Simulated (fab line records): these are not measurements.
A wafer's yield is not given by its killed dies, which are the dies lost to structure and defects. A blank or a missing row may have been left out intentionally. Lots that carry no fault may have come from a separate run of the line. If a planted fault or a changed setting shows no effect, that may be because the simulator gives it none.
Which of the tools did it? | flow gf180mcu | Sampling: 15 lots, 45 wafers, 5 of 602 route steps

WHAT EACH GAUGE READ, for each wafer
GF_V3_THK_MEAS_25: measures by xrf. Usual: V3_W_THK 355 nm, standard deviation 6.4.
lot  | measured     | on           | V3_W_THK (nm) | flag
L228 | day 22 16:23 | filmMetro-03 | 353 352 350   | 
L229 | day 22 19:06 | filmMetro-03 | 353 352 348   | 
L231 | day 23 22:20 | filmMetro-03 | 348 357 356   | 
L232 | day 24 02:59 | filmMetro-02 | 369 362 369   | 
L234 | day 24 18:52 | filmMetro-04 | 351 354 356   | 
L237 | day 25 16:56 | filmMetro-03 | 352 345 349   | 
L238 | day 26 03:59 | filmMetro-03 | 349 354 359   | 
L240 | day 26 12:01 | filmMetro-03 | 356 349 351   | 
L241 | day 26 22:39 | filmMetro-03 | 357 357 356   | 
L242 | day 27 06:04 | filmMetro-03 | 352 357 354   | 
L244 | day 27 18:23 | filmMetro-02 | 361 356 365   | 
L245 | day 27 19:57 | filmMetro-03 | 356 353 355   | 
L246 | day 28 11:03 | filmMetro-04 | 344 347 346   | 
L247 | day 28 20:07 | filmMetro-03 | 349 355 349   | 
L248 | day 28 22:22 | filmMetro-02 | 363 367 370   | 

GF_M4_RS_MEAS_05: the measuring method here is four-point-probe. Usual: M4_ALCU_RS 0.0697 ohm/sq, standard deviation 0.00088.
lot  | measured     | on           | M4_ALCU_RS (ohm/sq)  | flag
L228 | day 22 17:04 | filmMetro-04 | 0.0696 0.0706 0.0698 | 
L229 | day 22 19:43 | filmMetro-03 | 0.0686 0.0690 0.0701 | 
L231 | day 23 22:56 | filmMetro-04 | 0.0696 0.0701 0.0702 | 
L232 | day 24 03:34 | filmMetro-03 | 0.0706 0.0703 0.0701 | 
L234 | day 24 19:28 | filmMetro-01 | 0.0700 0.0693 0.0707 | 
L237 | day 25 17:31 | filmMetro-04 | 0.0682 0.0680 0.0694 | 
L238 | day 26 04:34 | filmMetro-03 | 0.0689 0.0678 0.0688 | 
L240 | day 26 12:36 | filmMetro-01 | 0.0715 0.0701 0.0717 | 
L241 | day 26 23:14 | filmMetro-04 | 0.0703 0.0693 0.0689 | 
L242 | day 27 06:39 | filmMetro-03 | 0.0700 0.0696 0.0704 | 
L244 | day 27 18:58 | filmMetro-03 | 0.0706 0.0694 0.0704 | 
L245 | day 27 20:32 | filmMetro-01 | 0.0692 0.0694 0.0693 | 
L246 | day 28 11:38 | filmMetro-04 | 0.0710 0.0698 0.0697 | 
L247 | day 28 20:41 | filmMetro-03 | 0.0698 0.0701 0.0696 | 
L248 | day 28 22:57 | filmMetro-03 | 0.0685 0.0695 0.0700 | 

GF_M4_THK_MEAS_06: measures by xrf. Usual: M4_ALCU_THK 443 nm, standard deviation 6.1.
lot  | measured     | on           | M4_ALCU_THK (nm) | flag
L228 | day 22 17:11 | filmMetro-04 | 446 441 444      | 
L229 | day 22 19:50 | filmMetro-03 | 451 449 442      | 
L231 | day 23 23:04 | filmMetro-04 | 445 442 443      | 
L232 | day 24 03:41 | filmMetro-03 | 437 437 440      | 
L234 | day 24 19:34 | filmMetro-01 | 440 446 437      | 
L237 | day 25 17:38 | filmMetro-04 | 458 458 450      | 
L238 | day 26 04:41 | filmMetro-03 | 449 453 450      | 
L240 | day 26 12:43 | filmMetro-01 | 431 441 432      | 
L241 | day 26 23:21 | filmMetro-04 | 444 450 453      | 
L242 | day 27 06:46 | filmMetro-03 | 438 443 436      | 
L244 | day 27 19:05 | filmMetro-03 | 437 443 438      | 
L245 | day 27 20:39 | filmMetro-01 | 445 441 443      | 
L246 | day 28 11:45 | filmMetro-04 | 438 446 449      | 
L247 | day 28 20:49 | filmMetro-03 | 441 439 443      | 
L248 | day 28 23:04 | filmMetro-03 | 450 440 439      | 

GF_V4_THK_MEAS_01. Usual: V4_CVD_00_THK 602 nm, standard deviation 6.9.
lot  | measured     | on           | V4_CVD_00_THK (nm)            | flag
L228 | day 23 16:44 | filmMetro-04 | 599 609 602                   | 
L229 | day 23 19:19 | filmMetro-04 | 609 610 609                   | 
L231 | day 24 21:48 | filmMetro-01 | 610 607 607                   | 
L232 | day 25 02:01 | filmMetro-04 | 596 594 600                   | 
L234 | day 25 18:00 | filmMetro-02 | 1183 1194 1187 1182 1194 1187 | OFF
L237 | day 26 15:07 | filmMetro-01 | 1222 1195 1211 1222 1195 1210 | OFF
L238 | day 27 02:04 | filmMetro-04 | 1210 1220 1196 1211 1221 1196 | OFF
L240 | day 27 09:56 | filmMetro-01 | 612 592 605                   | 
L241 | day 27 20:25 | filmMetro-04 | 601 585 598                   | 
L242 | day 28 03:10 | filmMetro-04 | 602 611 602                   | 
L244 | day 28 15:25 | filmMetro-04 | 603 597 603                   | 
L245 | day 28 17:03 | filmMetro-04 | 602 592 604                   | 
L246 | day 29 08:00 | filmMetro-01 | 597 593 594                   | 
L247 | day 29 16:46 | filmMetro-02 | 599 603 596                   | 
L248 | day 29 18:29 | filmMetro-01 | 601 614 609                   | 

WHAT TOOL EACH LOT RAN ON (gives the tool, then ch and the chambers of the sampled wafers, and finally the start)
lot  | GF_V4_CVD_00
L228 | hdpcvd-01 ch 0,1,2, day 23 16:38
L229 | hdpcvd-01 ch 0,2, day 23 19:14
L231 | hdpcvd-02 ch 0,2, day 24 21:44
L232 | hdpcvd-01 ch 0,1,2, day 25 01:56
L234 | hdpcvd-01 ch 0,1, day 25 17:39
L237 | hdpcvd-02 ch 0,1,2, day 26 14:38
L238 | hdpcvd-02 ch 0,1, day 27 01:45
L240 | hdpcvd-01 ch 0,2, day 27 09:51
L241 | hdpcvd-01 ch 1,2, day 27 20:20
L242 | hdpcvd-02 ch 0,1,2, day 28 03:06
L244 | hdpcvd-02 ch 0,1, day 28 15:20
L245 | hdpcvd-01 ch 0,1, day 28 16:56
L246 | hdpcvd-01 ch 0,2, day 29 07:56
L247 | hdpcvd-02 ch 0,2, day 29 16:41
L248 | hdpcvd-02 ch 0,1,2, day 29 18:25
- GF_V4_CVD_00: deposits SiO2, target thk 600 nm, time 100 s.

WHAT THE TOOLS THEMSELVES READ (means of the sampled wafers that have a number; where no wafer has one, the mark that the record gives instead)
The record holds no such reading with a usual standard deviation.

THE ANSWER, worked out from the rows above alone
Rule: a lot is off if the mean of its wafers that have a number lies more than 3 standard deviations from the usual mean. Also off: a lot with no number at a reading for which 4 or more lots have one. All remaining lots with rows at the step are treated as sound. The gauges are gone through in route order, then the tools' own readings, and for those a lot's mean is taken as printed above. At the first step where some lot is off, the reading lying furthest off is the one used; lots without a number count as furthest.
Off: at GF_V4_THK_MEAS_01 (V4_CVD_00_THK), L234, L237, L238.
If a tool, at a process step before that reading, ran all the lots that are off and no sound lot after the first of them, it fits. The gauges at GF_V4_THK_MEAS_01 are tried like those tools. No candidate that was tried fits.

WHAT WAS PUT IN BY THE SIMULATOR
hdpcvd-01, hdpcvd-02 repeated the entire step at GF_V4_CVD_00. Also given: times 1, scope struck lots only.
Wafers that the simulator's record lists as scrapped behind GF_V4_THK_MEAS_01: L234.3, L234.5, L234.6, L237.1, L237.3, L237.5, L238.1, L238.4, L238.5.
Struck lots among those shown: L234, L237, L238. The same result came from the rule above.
